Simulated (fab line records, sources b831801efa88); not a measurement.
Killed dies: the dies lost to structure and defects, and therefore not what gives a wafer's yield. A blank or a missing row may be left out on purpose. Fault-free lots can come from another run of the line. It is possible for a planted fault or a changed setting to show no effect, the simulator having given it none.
fab line records	flow sky130
record: lots: 10	wafers: 30	lastDay: 50
route steps=708 shown LDD_HVP@288 METAL1@436 METAL2@483 VIA4@657 PAD_OPEN@708
lots that met no fault: from a run of the same line without faults
startH: hours from the record's opening day to when the first of the lot's shown wafers began	waitH: hours from the lot's prior step to this one	" identical to the entry in the row above	L1.1+2: one row covering several wafers at once	- value missing, or start not given	* or withheld: withheld	< > ~ a bound
route shown NAME@n: NAME is a module with steps in the file, n the number in the route of the first one	usual: average and standard deviation across the fault-free wafers	same: alike in all rows	chamber/n: place in a boat	sites: the reading at each site	_std_site: their standard deviation	_edge_site: mean of outer sites minus mean of inner sites	radiusMm: how far each site lies from the wafer's centre	mask NAME#n: copy n	behind: the last tool/chamber to shape the wafer	hold: what put the lot on hold/how long, in hours/how the hold closed	device: the n, p or np transistor that did not switch	end of line: the route-end tests of the same wafers	a step without rows: its recipe alone	killed: dies lost to structure and defects at the first sort, not the wafer's yield	map: dies across one wafer; x = killed, . = not, _ = none there
set.NAME: the setting that was run; set.NAME@STEP: the one run at that earlier step	model.NAME: the simulator's own value behind a step, which no gauge read
one table for each step of the route and one row for each wafer, over a sample of lots
services: a tool's chamber out of use, with start hour (startH, from the record's first day; less than 0 if before it), hours out, and reason
== steps ==
step: SKY_LDD_HVP_TW_MEAS_10
usual: LDD_HVP_TW: 455/7.6
lot.wafer	tool	chamber	startH	waitH	LDD_HVP_TW
L715.1	filmMetro-03	-	507.53	0.1	448
L715.3	"	-	"	"	450
L715.6	"	-	"	"	451
L716.2	filmMetro-01	-	517.19	0.1	447
L716.3	"	-	"	"	446
L716.6	"	-	"	"	446
L718.2	filmMetro-04	-	528.75	0.1	466
L718.3	"	-	"	"	466
L718.4	"	-	"	"	465
L723.1	filmMetro-01	-	570.70	0.1	447
L723.2	"	-	"	"	446
L723.5	"	-	"	"	447
L724.1	filmMetro-03	-	581.35	0.1	452
L724.4	"	-	"	"	452
L724.5	"	-	"	"	450
L726.2	filmMetro-04	-	595.16	0.1	464
L726.3	"	-	"	"	465
L726.5	"	-	"	"	463
L728.2	filmMetro-04	-	608.06	0.1	467
L728.4	"	-	"	"	468
L728.6	"	-	"	"	465
L731.1	filmMetro-03	-	633.30	0.1	452
L731.2	"	-	"	"	452
L731.4	"	-	"	"	452
L736.2	filmMetro-03	-	678.44	0.1	454
L736.3	"	-	"	"	450
L736.6	"	-	"	"	452
L737.1	filmMetro-01	-	681.98	0.1	450
L737.3	"	-	"	"	450
L737.5	"	-	"	"	448
step: SKY_METAL1_SPUTTER_02
recipe: material: AlCu	targetThkNm: 250	powerW: 10600	timeS: 13.3	chamberPressurePa: 0.4
usual: throttleValvePct: 29.7/1.2
lot.wafer	tool	chamber	startH	waitH	throttleValvePct
L715.1	pvdSputter-03	-	749.58	0.0	29.5
L715.3	"	-	"	"	29.0
L715.6	"	-	"	"	29.9
L716.2	pvdSputter-01	-	759.31	0.0	28.6
L716.3	"	-	"	"	30.0
L716.6	"	-	"	"	28.0
L718.2	pvdSputter-01	-	767.58	0.0	29.8
L718.3	"	-	"	"	27.4
L718.4	"	-	"	"	28.6
L723.1	pvdSputter-01	-	804.57	0.0	27.7
L723.2	"	-	"	"	29.9
L723.5	"	-	"	"	30.1
L724.1	pvdSputter-03	-	814.34	0.0	30.9
L724.4	"	-	"	"	29.8
L724.5	"	-	"	"	29.6
L726.2	pvdSputter-02	-	827.47	0.0	30.7
L726.3	"	-	"	"	28.7
L726.5	"	-	"	"	28.8
L728.2	pvdSputter-01	-	836.09	0.0	27.9
L728.4	"	-	"	"	29.6
L728.6	"	-	"	"	29.9
L731.1	pvdSputter-02	-	860.08	0.0	28.7
L731.2	"	-	"	"	31.5
L731.4	"	-	"	"	30.9
L736.2	pvdSputter-03	-	901.08	0.0	30.9
L736.3	"	-	"	"	29.6
L736.6	"	-	"	"	29.7
L737.1	pvdSputter-02	-	904.07	0.0	30.8
L737.3	"	-	"	"	28.7
L737.5	"	-	"	"	31.7
step: SKY_METAL2_SPUTTER_00
recipe: material: Ti	targetThkNm: 15	powerW: 3000	timeS: 10	chamberPressurePa: 0.4
usual: throttleValvePct: 29.6/1.2
lot.wafer	tool	chamber	startH	waitH	throttleValvePct
L715.1	pvdSputter-04	-	806.02	0.2	30.8
L715.3	"	-	"	"	30.0
L715.6	"	-	"	"	30.6
L716.2	pvdSputter-01	-	816.15	0.2	31.5
L716.3	"	-	"	"	27.7
L716.6	"	-	"	"	29.9
L718.2	pvdSputter-01	-	823.45	0.2	30.0
L718.3	"	-	"	"	31.5
L718.4	"	-	"	"	27.5
L723.1	pvdSputter-01	-	859.64	0.1	29.9
L723.2	"	-	"	"	27.9
L723.5	"	-	"	"	29.7
L724.1	pvdSputter-03	-	869.78	0.2	29.1
L724.4	"	-	"	"	29.7
L724.5	"	-	"	"	29.7
L726.2	pvdSputter-01	-	882.68	0.1	27.5
L726.3	"	-	"	"	29.8
L726.5	"	-	"	"	27.6
L728.2	pvdSputter-04	-	890.46	0.1	28.5
L728.4	"	-	"	"	30.3
L728.6	"	-	"	"	30.6
L731.1	pvdSputter-04	-	913.93	0.1	30.3
L731.2	"	-	"	"	28.4
L731.4	"	-	"	"	30.5
L736.2	pvdSputter-03	-	954.23	0.1	29.7
L736.3	"	-	"	"	29.0
L736.6	"	-	"	"	31.2
L737.1	pvdSputter-01	-	956.87	0.1	31.1
L737.3	"	-	"	"	27.9
L737.5	"	-	"	"	28.8
step: SKY_VIA4_CVD_18
recipe: material: W	targetThkNm: 505	timeS: 152.14	tempC: 400	pressureTorr: 40
usual: heaterPowerW: 919/89	susceptorTempC: 399.98/0.22
lot.wafer	tool	chamber	startH	waitH	heaterPowerW	susceptorTempC
L715.1	cvdW-02	0	1019.50	0.0	1005	400.37
L715.3	"	0	"	"	953	400.22
L715.6	"	1	"	"	871	399.74
L716.2	cvdW-02	1	1027.20	0.0	864	400.13
L716.3	"	0	"	"	978	399.98
L716.6	"	1	"	"	859	399.97
L718.2	cvdW-02	1	1031.74	0.0	866	399.92
L718.3	"	0	"	"	955	400.04
L718.4	"	1	"	"	857	400.09
L723.1	cvdW-02	1	1064.25	0.0	851	399.85
L723.2	"	0	"	"	978	399.83
L723.5	"	0	"	"	980	400.30
L724.1	cvdW-01	0	1072.45	0.0	1015	399.92
L724.4	"	1	"	"	796	400.16
L724.5	"	0	"	"	1042	399.86
L726.2	cvdW-01	1	1085.41	0.0	797	399.87
L726.3	"	0	"	"	1039	399.44
L726.5	"	0	"	"	1054	399.98
L728.2	cvdW-02	0	1090.37	0.0	969	400.02
L728.4	"	1	"	"	843	400.25
L728.6	"	1	"	"	858	400.12
L731.1	cvdW-02	1	1110.51	0.0	869	400.27
L731.2	"	0	"	"	968	399.86
L731.4	"	1	"	"	863	399.96
L736.2	cvdW-02	1	1142.74	0.0	857	400.02
L736.3	"	1	"	"	868	400.04
L736.6	"	1	"	"	869	400.06
L737.1	cvdW-02	1	1143.07	0.0	850	400.30
L737.3	"	1	"	"	898	399.75
L737.5	"	0	"	"	952	400.04
step: SKY_VIA4_RS_MEAS_19
recipe: thkMeasGauge: four-point-probe	reads: W_of_VIA4_CVD_18+TiN_of_VIA4_SPUTTER_17
usual: VIA4_W_RS: 0.2274/0.0023
lot.wafer	tool	chamber	startH	waitH	hold	VIA4_W_RS[ohm/sq]
L715.1	filmMetro-04	-	1019.65	0.1	-	0.2270
L715.3	"	-	"	"	-	0.2260
L715.6	"	-	"	"	-	0.2262
L716.2	filmMetro-02	-	1027.37	0.1	-	0.2260
L716.3	"	-	"	"	-	0.2276
L716.6	"	-	"	"	-	0.2253
L718.2	filmMetro-02	-	1031.91	0.1	-	0.2262
L718.3	"	-	"	"	-	0.2325
L718.4	"	-	"	"	-	0.2281
L723.1	filmMetro-03	-	1064.40	0.1	-	0.2225
L723.2	"	-	"	"	-	0.2245
L723.5	"	-	"	"	-	0.2252
L724.1	filmMetro-03	-	1072.60	0.1	awaitDispo/0.2h/release	0.2277
L724.4	"	-	"	"	awaitDispo/0.2h/release	0.1173
L724.5	"	-	"	"	awaitDispo/0.2h/release	0.2271
L724.1	filmMetro-03	-	1072.89	0.3	-	0.2280
L724.4	"	-	"	"	-	0.1174
L724.5	"	-	"	"	-	0.2269
L726.2	filmMetro-04	-	1085.58	0.1	awaitDispo/0.2h/release	0.1168
L726.3	"	-	"	"	awaitDispo/0.2h/release	0.1161
L726.5	"	-	"	"	awaitDispo/0.2h/release	0.2255
L726.2	filmMetro-04	-	1085.94	0.3	-	0.1169
L726.3	"	-	"	"	-	0.1160
L726.5	"	-	"	"	-	0.2259
L728.2	filmMetro-03	-	1090.54	0.1	-	0.2265
L728.4	"	-	"	"	-	0.2236
L728.6	"	-	"	"	-	0.2283
L731.1	filmMetro-03	-	1110.66	0.1	-	0.2234
L731.2	"	-	"	"	-	0.2276
L731.4	"	-	"	"	-	0.2270
L736.2	filmMetro-03	-	1142.91	0.1	-	0.2295
L736.3	"	-	"	"	-	0.2256
L736.6	"	-	"	"	-	0.2295
L737.1	filmMetro-02	-	1143.26	0.1	-	0.2291
L737.3	"	-	"	"	-	0.2281
L737.5	"	-	"	"	-	0.2268
step: SKY_VIA4_CMP_21
recipe: stopOn: SiO2	tOverpolishS: 25	downForcePsi: 3.5	platenRpm: 60	targetThkNm: 0	padVelocityMS: 0.94248
usual: headPressurePsi: 3.501/0.0077	motorCurrentA: 11.2/1.1	platenRpm: 60.00/0.044	timeToEndpointS: 125/7.2
lot.wafer	tool	chamber	startH	waitH	hold	headPressurePsi	motorCurrentA	platenRpm	timeToEndpointS
L715.3	cmp-02	2	1019.83	0.0	-	3.504	9.7	60.02	140
L715.1	"	3	"	"	-	3.516	9.0	60.01	136
L715.6	"	2	"	"	-	3.489	9.5	59.99	141
L716.2	cmp-01	3	1027.53	0.0	-	3.494	11.9	60.03	116
L716.3	"	2	"	"	-	3.497	11.4	59.98	130
L716.6	"	0	"	"	-	3.495	12.8	60.00	136
L718.3	cmp-02	2	1032.07	0.0	-	3.507	9.7	60.01	131
L718.2	"	3	"	"	-	3.496	9.3	60.10	134
L718.4	"	0	"	"	-	3.501	12.7	59.92	118
L723.1	cmp-02	1	1064.58	0.1	-	3.494	11.7	59.92	130
L723.2	"	2	"	"	-	3.504	10.0	59.96	133
L723.5	"	2	"	"	-	3.485	10.1	60.03	134
L724.4	cmp-01	0	1085.42	3.1	awaitDispo/3.1h/release	3.482	12.2	60.04	247
L724.1	"	3	"	"	awaitDispo/3.1h/release	3.508	12.3	59.97	116
L724.5	"	0	"	"	awaitDispo/3.1h/release	3.498	12.1	60.02	129
L728.2	cmp-01	1	1090.70	0.0	-	3.494	10.9	60.06	127
L728.4	"	2	"	"	-	3.502	10.8	60.02	129
L728.6	"	2	"	"	-	3.517	11.3	60.02	129
L726.3	cmp-01	3	1093.33	4.6	awaitDispo/4.5h/release	3.484	12.8	60.02	222
L726.2	"	0	"	"	awaitDispo/4.5h/release	3.507	11.8	59.98	243
L726.5	"	1	"	"	awaitDispo/4.5h/release	3.499	11.9	59.89	123
L731.4	cmp-02	1	1110.84	0.0	-	3.520	11.0	59.94	118
L731.1	"	2	"	"	-	3.511	9.9	60.03	128
L731.2	"	3	"	"	-	3.510	9.0	59.98	125
L736.3	cmp-02	0	1143.12	0.1	-	3.493	11.8	59.99	111
L736.2	"	2	"	"	-	3.491	10.3	60.03	126
L736.6	"	0	"	"	-	3.503	12.4	60.02	110
L737.3	cmp-02	1	1143.54	0.1	-	3.493	10.9	60.04	120
L737.1	"	2	"	"	-	3.498	9.9	59.98	128
L737.5	"	3	"	"	-	3.507	8.8	60.05	126
step: SKY_PAD_OPEN_PROBE_99
usual: defectLimitedYield: 82.4/2	killed_at_M0_to_M3: 43/6.7	killed_at_M4_up: 3.2/2.1	killedAtContacts: 25/5.9	killedAtFrontEnd: 16/4.7	killedAtOther: 0.3/0.54	killedDies: 87/9.8	killedOpen: 47/6.7	killedShort: 40/6.5	sort_bin_3_pad_short: 0.9/0.45	sort_bin_5_function: 10.5/1.5	sort_bin_6_memory: 6.2/1.2	sortNPass: 405/9.8	sortYieldPct: 82.4/2
same: grossDies: 492	killedAtBackSide: 0	sort_bin_4_leakage[%]: 0	sort_bin_8_speed[%]: 0
lot.wafer	tool	chamber	startH	waitH	defectLimitedYield[%]	killed_at_M0_to_M3	killed_at_M4_up	killedAtContacts	killedAtFrontEnd	killedAtOther	killedDies	killedOpen	killedShort	sort_bin_3_pad_short[%]	sort_bin_5_function[%]	sort_bin_6_memory[%]	sortNPass	sortYieldPct[%]
L724.1	prober-01	-	1137.29	0.1	83.5	50	2	13	16	0	81	35	46	1.6	9.3	5.5	411	83.5
L724.4	prober-01	-	1137.44	0.2	81.3	49	3	24	16	0	92	51	41	0.2	10.0	8.5	400	81.3
L724.5	prober-01	-	1137.49	0.2	82.7	43	0	26	16	0	85	51	34	1.2	11.2	4.9	407	82.7
killed by level:class
L724.1 VIA1:geometricParticle:short=9 VIA1:geometricParticle:open=9 VIA2:geometricParticle:short=6 METAL1:geometricParticle:short=5 METAL2:geometricParticle:short=5 POLY_GATE:geometricParticle:open=4 POLY_GATE:geometricParticle:short=4 CONTACT:geometricParticle:open=4
L724.4 VIA1:geometricParticle:open=17 CONTACT:geometricParticle:open=9 CONTACT:geometricParticle:short=8 VIA2:geometricParticle:open=7 FIELD_ISO:geometricParticle:open=5 FIELD_ISO:geometricParticle:short=4 POLY_GATE:geometricParticle:short=4 VIA1:geometricParticle:short=4
L724.5 VIA1:geometricParticle:open=15 CONTACT:geometricParticle:open=11 LI_CONTACT:geometricParticle:open=8 VIA2:geometricParticle:open=6 METAL1:geometricParticle:short=5 METAL3:geometricParticle:short=4 FIELD_ISO:geometricParticle:short=4 FIELD_ISO:geometricParticle:open=4
== services ==
tool	chamber	startH	hours	kind
cmp-02	-	733.73	2.4	repair
cmp-02	-	744.00	4.0	pm
cmp-02	-	748.00	4.7	pm
pvdSputter-04	-	762.72	0.9	repair
cmp-02	-	764.18	1.1	repair
cmp-01	-	804.57	1.5	repair
cmp-01	-	820.68	5.3	pm
pvdSputter-03	-	835.46	3.0	repair
pvdSputter-03	-	855.34	1.8	repair
cvdW-02	-	861.73	2.0	repair
pvdSputter-01	-	890.16	9.0	repair
cmp-01	-	912.24	4.0	pm
cmp-02	-	957.90	1.1	repair
cvdW-02	-	974.37	2.8	pm
cmp-02	-	991.69	18.6	pm
cmp-02	-	1011.35	2.3	repair
pvdSputter-03	-	1019.12	0.8	repair
pvdSputter-01	-	1058.37	2.1	repair
cmp-02	-	1082.50	4.4	repair
cmp-02	-	1086.86	4.0	pm
cmp-02	-	1089.75	0.6	repair
cmp-01	-	1103.30	4.3	pm
pvdSputter-03	-	1110.52	2.7	repair
cmp-02	-	1116.03	5.3	pm
== key ==
firstSign: step: SKY_VIA4_RS_MEAS_19	reading: visit	direction: added
effect: step: SKY_VIA4_RS_MEAS_19	reading: VIA4_W_RS	direction: down	sigmas: 47	usual: 0.2274	struck: 0.1167
effect: step: SKY_VIA4_CMP_21	reading: timeToEndpointS	direction: up	sigmas: 16	usual: *	struck: *
metAt SKY_VIA4_CVD_18
struckLots L724,L726
struckWafers L724.4,L726.2,L726.3
notActingAt SKY_LDD_HVP_TW_MEAS_10,SKY_METAL1_SPUTTER_02,SKY_METAL2_SPUTTER_00
fault: kind: processParameterDrift	tool: cvdW-01	chamber: -	onsetH: 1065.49	steps: SKY_VIA4_CVD_18	channel: targetThkNm	offset: 475.51	shape: step	endH: 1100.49	scope: struckWafersOnly	actsIn: theseRecipesOnly	stated: 505
